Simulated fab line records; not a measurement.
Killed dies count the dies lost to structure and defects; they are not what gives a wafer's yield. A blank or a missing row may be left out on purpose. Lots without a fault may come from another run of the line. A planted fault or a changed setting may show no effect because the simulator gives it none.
Which tool did it?    flow gf180mcu    11 lots with 33 wafers sampled at 5 steps, on a route of 602 steps

## WHAT THE GAUGES SHOWED, per wafer
GF_V4_THK_MEAS_03. Usual: V4_CVD_02_THK 848 nm, standard deviation 13.
lot   measured      on             V4_CVD_02_THK (nm)       flag
L479  day 23 20:10  film_metro-04  842 865 851              
L480  day 24 04:44  film_metro-04  821 846 849              
L481  day 24 18:26  film_metro-04  858 867 843              
L482  day 25 04:48  film_metro-01  837 845 835              
L485  day 25 20:40  film_metro-02  836 844 851              
L487  day 26 12:26  film_metro-01  843 866 862              
L490  day 27 13:50  film_metro-04  877 874 854              
L493  day 28 08:38  film_metro-04  761 767 778 761 768 779  OFF
L494  day 28 19:40  film_metro-04  836 833 846              
L497  day 29 18:50  film_metro-01  752 768 774 752 768 774  OFF
L500  day 30 08:40  film_metro-02  829 831 856              

## TOOL THAT RAN EACH LOT (tool first, then ch and the chambers of the sampled wafers, then the start)
lot   GF_V3_STRIP_18                        GF_V3_SPUTTER_21              GF_V3_CVD_23                   GF_V4_CVD_02
L479  plasma_asher-03 ch 1, day 22 18:52    pvd_sputter-03, day 22 19:24  cvd_w-02 ch 0,1, day 22 19:30  pecvd-02 ch 0,2, day 23 20:05
L480  plasma_asher-02 ch 0,1, day 23 03:49  pvd_sputter-04, day 23 04:21  cvd_w-01 ch 0,1, day 23 04:27  pecvd-01 ch 1,2, day 24 04:40
L481  plasma_asher-04 ch 0,1, day 23 17:53  pvd_sputter-03, day 23 18:28  cvd_w-02 ch 0,1, day 23 18:34  pecvd-01 ch 0,1,2, day 24 18:22
L482  plasma_asher-02 ch 0,1, day 24 04:03  pvd_sputter-01, day 24 04:37  cvd_w-01 ch 0,1, day 24 04:43  pecvd-02 ch 1,2, day 25 04:44
L485  plasma_asher-02 ch 0,1, day 24 20:14  pvd_sputter-04, day 24 20:44  cvd_w-01 ch 0,1, day 24 20:53  pecvd-02 ch 0,1, day 25 20:34
L487  plasma_asher-03 ch 0,1, day 25 12:58  pvd_sputter-04, day 25 13:37  cvd_w-02 ch 0, day 25 13:43    pecvd-01 ch 0,1,2, day 26 12:22
L490  plasma_asher-02 ch 0,1, day 26 14:50  pvd_sputter-04, day 26 15:20  cvd_w-01 ch 0,1, day 26 15:29  pecvd-01 ch 0,1,2, day 27 13:46
L493  plasma_asher-04 ch 0,1, day 27 09:53  pvd_sputter-04, day 27 10:25  cvd_w-01 ch 0,1, day 27 10:34  pecvd-02 ch 0,1,2, day 28 08:33
L494  plasma_asher-03 ch 0,1, day 27 21:40  pvd_sputter-03, day 27 22:12  cvd_w-01 ch 0,1, day 27 22:18  pecvd-04 ch 0,1,2, day 28 19:35
L497  plasma_asher-03 ch 0,1, day 28 21:11  pvd_sputter-01, day 28 21:44  cvd_w-01 ch 0,1, day 28 21:50  pecvd-02 ch 0,2, day 29 18:46
L500  plasma_asher-03 ch 1, day 29 11:27    pvd_sputter-03, day 29 12:01  cvd_w-01 ch 0,1, day 29 12:07  pecvd-04 ch 0,1,2, day 30 08:35
- GF_V3_STRIP_18: strips in O2/N2.
- GF_V3_SPUTTER_21: material Ti, target thk 15 nm, time 80.02 s.
- GF_V3_CVD_23: deposits W, target thk 350 nm, time 104.9 s.
- GF_V4_CVD_02: deposits SiO2 from TEOS, target thk 850 nm, time 94.851 s.

## WHAT THE TOOLS THEMSELVES READ (means of the sampled wafers that have a number; where no wafer has one, the mark that the record gives instead)
GF_V3_STRIP_18. Usual: drypump_motor_current_A 5.5 A, standard deviation 0.56; heater_power_w 334 W, standard deviation 40; oes_product_au 0.593 a.u., standard deviation 0.0054.
lot   tool             drypump_motor_current_A (A)  heater_power_w (W)  oes_product_au (a.u.)  flag
L479  plasma_asher-03  5.8                          292                 0.588                  
L480  plasma_asher-02  6.0                          323                 0.597                  
L481  plasma_asher-04  5.3                          382                 0.589                  
L482  plasma_asher-02  6.0                          325                 0.601                  
L485  plasma_asher-02  6.0                          326                 0.595                  
L487  plasma_asher-03  5.6                          311                 0.594                  
L490  plasma_asher-02  6.0                          324                 0.593                  
L493  plasma_asher-04  5.3                          381                 0.593                  
L494  plasma_asher-03  5.3                          329                 0.595                  
L497  plasma_asher-03  5.3                          328                 0.591                  
L500  plasma_asher-03  5.8                          290                 0.594                  

GF_V3_SPUTTER_21. Usual: 30.4 % for throttle_valve_pct, sd 0.92.
lot   tool            throttle_valve_pct (%)  flag
L479  pvd_sputter-03  30.4                    
L480  pvd_sputter-04  30.3                    
L481  pvd_sputter-03  30.2                    
L482  pvd_sputter-01  30.6                    
L485  pvd_sputter-04  30.2                    
L487  pvd_sputter-04  30.6                    
L490  pvd_sputter-04  30.1                    
L493  pvd_sputter-04  30.7                    
L494  pvd_sputter-03  30.8                    
L497  pvd_sputter-01  30.0                    
L500  pvd_sputter-03  30.2                    

GF_V3_CVD_23. Usual: 799 W for heater_power_w, sd 65.
lot   tool      heater_power_w (W)  flag
L479  cvd_w-02  767                 
L480  cvd_w-01  771                 
L481  cvd_w-02  796                 
L482  cvd_w-01  825                 
L485  cvd_w-01  811                 
L487  cvd_w-02  749                 
L490  cvd_w-01  773                 
L493  cvd_w-01  757                 
L494  cvd_w-01  780                 
L497  cvd_w-01  775                 
L500  cvd_w-01  835                 

GF_V4_CVD_02. Usual: 681 W for heater_power_w, sd 140.
lot   tool      heater_power_w (W)  flag
L479  pecvd-02  842                 
L480  pecvd-01  641                 
L481  pecvd-01  644                 
L482  pecvd-02  639                 
L485  pecvd-02  649                 
L487  pecvd-01  685                 
L490  pecvd-01  585                 
L493  pecvd-02  732                 
L494  pecvd-04  645                 
L497  pecvd-02  769                 
L500  pecvd-04  633                 

## THE ANSWER, worked out from the rows above alone
Rule: lot off if the mean of its wafers having a number is beyond 3 standard deviations from the usual mean. Also off: a lot with no number at a reading for which 4 or more lots have one. Any other lot the step has rows for is counted as sound. Order of review: gauges by route order, followed by the tools' own readings, for which a lot's mean as printed above is used. At the first step where some lot is off, the reading lying furthest off is the one used; lots without a number count as furthest.
Off: at GF_V4_THK_MEAS_03 (V4_CVD_02_THK), L493, L497.
A tool fits if, at a process step before that reading, it ran every lot that is off, and no sound lot after the first of them. Gauges at GF_V4_THK_MEAS_03: tried the same way as those tools. One fits: GF_V4_CVD_02 on pecvd-02. Its last sound lot is L485 (day 25 20:34), its first lot that is off L493 (day 28 08:33): a fault that began between those two fits.

## WHAT WAS PUT IN BY THE SIMULATOR
Site profile drift: pecvd-02, from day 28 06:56 on, at GF_V4_CVD_02. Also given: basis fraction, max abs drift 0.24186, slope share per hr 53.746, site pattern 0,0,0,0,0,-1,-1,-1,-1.
Struck lots among those shown: L493, L497. The rule given above showed the same thing.
